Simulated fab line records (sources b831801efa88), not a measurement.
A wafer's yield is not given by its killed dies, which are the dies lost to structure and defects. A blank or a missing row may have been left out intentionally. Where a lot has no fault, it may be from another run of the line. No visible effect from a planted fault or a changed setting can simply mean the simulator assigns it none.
A lot that was struck, set against a sound lot | flow sky130 | 17 steps out of a route of 708
Sound: the wafers L457.2, L457.3, L457.4. Struck: wafer L448.1 (left out: L448.2, L448.5 of the same lot, which were not struck); the cause appears at the end.
Each step with rows lists, per side, the tool, then ch with its chambers, then its first start. Under that, the readings that differ: sound wafers | struck wafers | difference of the means | sigmas: that difference in standard deviations of wafers without a fault.
alike: a reading whose means differ by less than 2 such deviations, as well as words and numbers matching on both sides. not compared: withheld readings; readings where some wafer has no value; bounds like >300 that might hide an equal value; numbers whose values overlap and for which the record gives no deviation.
The two part at a step that has a row with sigmas, a row that says differs or no value, or rows on one side only. Numbers that don't overlap but have no deviation are shown without sigmas and don't part them. A reading missing from all wafers of one side parts the sides only when that side holds two or more wafers.

first, 3 steps without rows for these wafers: SKY_VIA1_EXPOSE_09 (exposes mask VIM, target cd 150 nm); SKY_VIA1_PEB_10; SKY_VIA1_DEVELOP_11 (develop time 60 s).
SKY_VIA1_CD_MEAS_12 targets a cd of 150 nm.
  sound on cd_sem-01 at day 38 11:34; struck on cd_sem-01 at day 36 01:08
  alike: cd_nm
SKY_VIA1_OVL_MEAS_13:
  sound on overlay-01 at day 38 11:40; struck on overlay-02 at day 36 01:15
  alike: VIA1_OVL
SKY_VIA1_ETCH_14: etches BARC in N2/H2, stops on SiO2, time 45.9 s, target depth 60 nm.
  sound on rie_diel-03 ch 0,1,2, day 38 11:41; struck on rie_diel-04 ch 3, day 36 01:17
  reading                | sound   | struck | difference | sigmas
  rf_hours_counter_h (h) | 16 9 25 | 4      | -13        |
  alike: bias_w, drypump_motor_current_A, oes_product_au, throttle_valve_pct
SKY_VIA1_ETCH_15: etches SiO2 in C4F8/O2/Ar, stops on TiN, target depth 351 nm, time 54 s.
  sound on rie_diel-03 ch 0,1,2, day 38 11:44; struck on rie_diel-04 ch 3, day 36 01:20
  reading                | sound   | struck | difference | sigmas
  rf_hours_counter_h (h) | 16 9 25 | 4      | -13        |
  alike: bias_w, oes_product_au
SKY_VIA1_STRIP_16: strips in O2/N2.
  sound on plasma_asher-03 ch 0,1, day 38 11:47; struck on plasma_asher-01 ch 1, day 36 01:23
  alike: drypump_motor_current_A, oes_product_au, strip_time_to_endpoint_s
  not compared: rf_hours_counter_h
then, 3 steps without rows for these wafers: SKY_VIA1_STRIP_17 (strips in post etch residue remover, time 1200 s); SKY_VIA1_CLEAN_18 (cleans in IPA, time 180 s); SKY_VIA1_CLEAN_19 (cleans in O3/DIW).
SKY_VIA1_SPUTTER_20: material TiN, target thk 20 nm, time 80 s.
  sound on pvd_sputter-04 at day 38 12:23; struck on pvd_sputter-02 at day 36 01:58
  reading                  | sound             | struck | difference | sigmas
  chamber_pressure_pa (Pa) | 4.985 4.998 4.998 | 5.019  | +0.025     | +3
  alike: cathode_dc_power_W, throttle_valve_pct
SKY_VIA1_CVD_21: deposits W, target thk 270 nm, time 80.902 s.
  sound on cvd_w-01 ch 0,1, day 38 12:27; struck on cvd_w-01 ch 1, day 36 02:02
  reading                            | sound             | struck | difference | sigmas
  model.W_of_VIA1_CVD_21.thk_nm (nm) | 264.5 265.2 263.4 | 243.1  | -21.3      |
  alike: heater_power_w, susceptor_temp_C
  not compared: since_wet_clean_h
SKY_VIA1_RS_MEAS_22: measurement is done with a four-point probe.
  sound on film_metro-03 at day 38 12:34; struck on film_metro-04 at day 36 02:07
  reading            | sound             | struck | difference | sigmas
  VIA1_W_RS (ohm/sq) | 0.436 0.433 0.438 | 0.474  | +0.038     | +9
SKY_VIA1_THK_MEAS_23: measures by xrf.
  sound on film_metro-03 at day 38 12:40; struck on film_metro-04 at day 36 02:14
  reading         | sound       | struck | difference | sigmas
  VIA1_W_THK (nm) | 270 271 271 | 254    | -17        | -4
SKY_VIA1_CMP_24: polishes, stops on SiO2, t overpolish 15 s, target thk 0 nm.
  sound on cmp-02 ch 1,2,3, day 38 12:43; struck on cmp-02 ch 1, day 36 02:18
  alike: motor_current_A
-- the record jumps here: 11 days lie between the struck wafers' starts before and after (it left off in module VIA1 and takes up again in module PAD_OPEN, whose first step shown is number 708 of the route) --
SKY_PAD_OPEN_PROBE_99:
  sound on prober-01 at day 49 05:32; struck on prober-02 at day 47 05:42
  reading       | sound    | struck | difference | sigmas
  killed_on_rim | 16 16 17 | 25     | +9         | +2
  alike: defect_limited_yield, killed_at_M0_to_M3, killed_at_M4_up, killed_at_contacts, killed_at_front_end, killed_at_other, killed_dies, killed_open, killed_short, sort_bin_3_pad_short, sort_bin_5_function, sort_bin_6_memory, sort_n_pass, sort_yield_pct

== WHERE THEY PART ==
Earliest at SKY_VIA1_SPUTTER_20; latest, in this record, at SKY_PAD_OPEN_PROBE_99.

WHY: what the simulator had put in
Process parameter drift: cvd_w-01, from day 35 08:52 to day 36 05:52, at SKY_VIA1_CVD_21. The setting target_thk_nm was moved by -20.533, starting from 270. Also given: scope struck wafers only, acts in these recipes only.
